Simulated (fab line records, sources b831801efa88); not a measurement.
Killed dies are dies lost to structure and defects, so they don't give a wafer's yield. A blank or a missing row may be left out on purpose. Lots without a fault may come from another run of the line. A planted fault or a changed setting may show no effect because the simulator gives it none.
One fault seen from 2 desks | flow sfq_line | each desk has only its own numbers; what lay behind them comes last

THE TOOL OWNER'S DESK: cmp-01
The tool's own readings at SFQ_TRILAYER_I0_CMP_CMP_028 (polishes SiO2): means of the sampled wafers that have a number, for each lot that ran on this tool. A lot is out of limits, marked OUT, if its mean lies more than 4 standard deviations from the usual mean; the brackets give that distance.
Columns: A = motor_current_A at SFQ_TRILAYER_I0_CMP_CMP_028, usual 10.3 A; B = time_to_endpoint_s at SFQ_TRILAYER_I0_CMP_CMP_028, usual 215 s
lot  | first seen here | A    | B
L335 | day 6 09:50     | 9.6  | 214
L336 | day 6 16:20     | 10.6 | 214
L338 | day 7 04:20     | 10.5 | 214
L339 | day 7 06:50     | 10.0 | 217
L343 | day 8 10:09     | 10.2 | 213
L351 | day 10 07:36    | 10.3 | 225
L353 | day 10 15:36    | 9.7  | 218
This desk's finding: nothing out of limits on any of the 7 lots.

THE METROLOGY DESK
What the gauges read, lot by lot, whatever tool the lot ran on: means of the sampled wafers that have a number. A lot is out of limits, marked OUT, if its mean lies more than 4 standard deviations from the usual mean; the brackets give that distance.
Columns: A = L0_MONX_KI_THK at SFQ_L0_THK_MEAS_902, usual 39.7 nm
lot  | first seen here | A
L335 | day 1 12:41     | 40.0
L336 | day 1 17:41     | 39.4
L337 | day 1 22:42     | 39.0
L338 | day 2 03:41     | 40.0
L339 | day 2 08:41     | 40.3
L340 | day 2 13:41     | 40.2
L341 | day 2 18:41     | 39.9
L342 | day 2 23:41     | 39.9
L343 | day 3 04:41     | 40.2
L351 | day 4 20:41     | 40.0
L353 | day 5 06:41     | 40.1
L355 | day 5 16:41     | 40.2
L356 | day 5 21:41     | 39.5
This desk's finding: nothing out of limits on any of the 13 lots.

PUT TOGETHER
The tool owner's desk saw nothing out of limits.
The metrology desk saw nothing out of limits.

WHAT THE SIMULATOR HAD PUT IN
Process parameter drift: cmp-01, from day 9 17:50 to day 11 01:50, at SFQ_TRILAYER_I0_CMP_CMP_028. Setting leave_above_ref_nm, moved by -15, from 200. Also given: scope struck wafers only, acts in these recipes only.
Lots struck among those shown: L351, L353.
